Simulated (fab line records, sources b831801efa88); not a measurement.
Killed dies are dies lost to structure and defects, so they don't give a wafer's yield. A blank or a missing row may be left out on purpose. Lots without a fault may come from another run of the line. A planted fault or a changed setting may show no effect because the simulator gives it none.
Chamber matching | flow gf180mcu | GF_V1_CMP_26 on cmp-01: 4 sister chambers
The step polishes, stops on SiO2, t overpolish 15 s, target thk 0 nm. 14 wafers are shown with their chamber, then 7 later ones without.

WAFERS WITH THEIR CHAMBER
wafer  | chamber | motor_current_A (A) | time_to_endpoint_s (s) | slurry_filter_dp_kPa (kPa)
L466.2 | 3       | 9.4                 | 82                     | 13.50
L466.3 | 1       | 9.9                 | 95                     | 13.50
L466.6 | 1       | 10.0                | 95                     | 13.47
L469.1 | 3       | 9.2                 | 81                     | 13.40
L469.3 | 1       | 9.8                 | 97                     | 13.65
L469.4 | 0       | 13.7                | 84                     | 13.65
L471.3 | 1       | 10.0                | 89                     | 13.45
L471.5 | 2       | 10.3                | 84                     | 13.63
L471.6 | 3       | 8.7                 | 83                     | 13.56
L477.2 | 2       | 10.4                | 86                     | 13.57
L477.3 | 0       | 12.5                | 85                     | 13.43
L477.6 | 1       | 9.5                 | 92                     | 13.66
L478.2 | 2       | 10.7                | 89                     | 13.64
L478.4 | 1       | 10.0                | 100                    | 13.69

SIGNATURES (means of the wafers above)
reading              | chamber 0 | chamber 1 | chamber 2 | chamber 3 | scatter within a chamber
motor_current_A      | 13.100    | 9.867     | 10.467    | 9.100     | 0.355
time_to_endpoint_s   | 84.50     | 94.67     | 86.33     | 82.00     | 2.97
slurry_filter_dp_kPa | 13.5400   | 13.5700   | 13.6133   | 13.4867   | 0.0992
Rule: a wafer's distance from a chamber is the root of the sum, over the readings, of the square of ((its reading less the chamber's mean) divided by the reading's scatter). The wafer belongs to the nearest chamber; if the next one is less than 2 further off, it can't be placed. The scatter: the root of (the sum of the squares of (reading less its chamber's mean) over the shown wafers, divided by (wafers less chambers)).

WAFERS WITHOUT THEIR CHAMBER
wafer  | motor_current_A (A) | time_to_endpoint_s (s) | slurry_filter_dp_kPa (kPa)
L478.5 | 9.5                 | 87                     | 13.56
L482.3 | 8.9                 | 84                     | 13.54
L482.4 | 13.4                | 87                     | 13.43
L482.6 | 13.1                | 86                     | 13.67
L486.1 | 9.9                 | 95                     | 13.32
L486.2 | 12.6                | 84                     | 13.39
L486.3 | 10.5                | 85                     | 13.31

WHICH CHAMBER EACH WENT THROUGH
wafer  | from the rows above          | in truth
L478.5 | can't be placed: 3 or 1 or 2 | 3
L482.3 | 3                            | 3
L482.4 | 0                            | 0
L482.6 | 0                            | 0
L486.1 | can't be placed: 1 or 2      | 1
L486.2 | 0                            | 0
L486.3 | can't be placed: 2 or 3 or 1 | 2
Placed correctly: 4 of 7. Can't be placed from these rows: 3 (the true chamber is among the candidates in 3). Placed wrongly: 0.
